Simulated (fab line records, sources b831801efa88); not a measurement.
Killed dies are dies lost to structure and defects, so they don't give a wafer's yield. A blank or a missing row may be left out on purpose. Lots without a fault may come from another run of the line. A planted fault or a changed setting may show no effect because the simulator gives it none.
Which tool did it? | flow gf180mcu | 11 lots, 33 wafers sampled, at 2 steps of a route of 602

WHAT THE GAUGES READ, wafer by wafer
GF_V3_THK_MEAS_03.
lot  | measured     | on            | V3_CVD_02_THK (nm)
L107 | day 22 11:41 | film_metro-03 | 834 841 849
L109 | day 23 00:07 | film_metro-02 | 838 822 840
L111 | day 24 02:56 | film_metro-03 | 818 837 854
L112 | day 24 09:34 | film_metro-03 | 837 833 843
L114 | day 25 00:22 | film_metro-03 | 829 830 839
L120 | day 26 14:40 | film_metro-03 | 853 838 1312
L121 | day 26 19:04 | film_metro-03 | 836 838 1307
L123 | day 27 11:18 | film_metro-01 | 840 849 846
L128 | day 28 18:02 | film_metro-03 | 827 845 850
L129 | day 29 01:31 | film_metro-03 | 840 860 846
L130 | day 29 11:17 | film_metro-02 | 846 851 860

WHICH TOOL RAN EACH LOT (tool, then ch and the chambers of the sampled wafers, then the start)
lot  | GF_V3_CVD_02
L107 | pecvd-01 ch 0,1,2, day 22 11:37
L109 | pecvd-04 ch 0,1,2, day 23 00:02
L111 | pecvd-03 ch 0,2, day 24 02:51
L112 | pecvd-04 ch 0,1,2, day 24 09:30
L114 | pecvd-04 ch 1,2, day 25 00:17
L120 | pecvd-04 ch 0,1,2, day 26 14:36
L121 | pecvd-04 ch 0,2, day 26 18:59
L123 | pecvd-03 ch 0,1,2, day 27 11:14
L128 | pecvd-01 ch 0,1,2, day 28 17:58
L129 | pecvd-01 ch 0,2, day 29 01:26
L130 | pecvd-03 ch 0,1, day 29 11:11
- GF_V3_CVD_02: deposits SiO2 from TEOS, target thk 850 nm, time 94.851 s.

THE ANSWER, worked out from the rows above alone
Rule: what is usual is taken from the lots themselves. Put in order of their means at a reading, lots are off if they are a third of the lots or fewer, leave a main group of 4 or more, and stand apart from it by a gap of 3 or more times the standard deviation of the main group's means; of several such gaps the widest counts. A main group whose means are all the same, to the digits that the tables above print for the reading, isn't used. A lot without any number at a reading at which 4 lots or more have one is off too. The other lots that the step has rows for count as sound.
Off: L120, L121, at GF_V3_THK_MEAS_03 (V3_CVD_02_THK). The main group: mean 841 nm, standard deviation 6.4.
A tool fits if, at a process step before that reading, it ran every lot that is off, and no sound lot after the first of them. The gauges at GF_V3_THK_MEAS_03 are tried like those tools. One fits: pecvd-04 at GF_V3_CVD_02. Its last sound lot is L114 (day 25 00:17), its first lot that is off L120 (day 26 14:36): a fault that began between those two fits.

WHAT THE SIMULATOR HAD PUT IN
Process parameter drift: pecvd-04, from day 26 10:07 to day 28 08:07, at GF_V3_CVD_02. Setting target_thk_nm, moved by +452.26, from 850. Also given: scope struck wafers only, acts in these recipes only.
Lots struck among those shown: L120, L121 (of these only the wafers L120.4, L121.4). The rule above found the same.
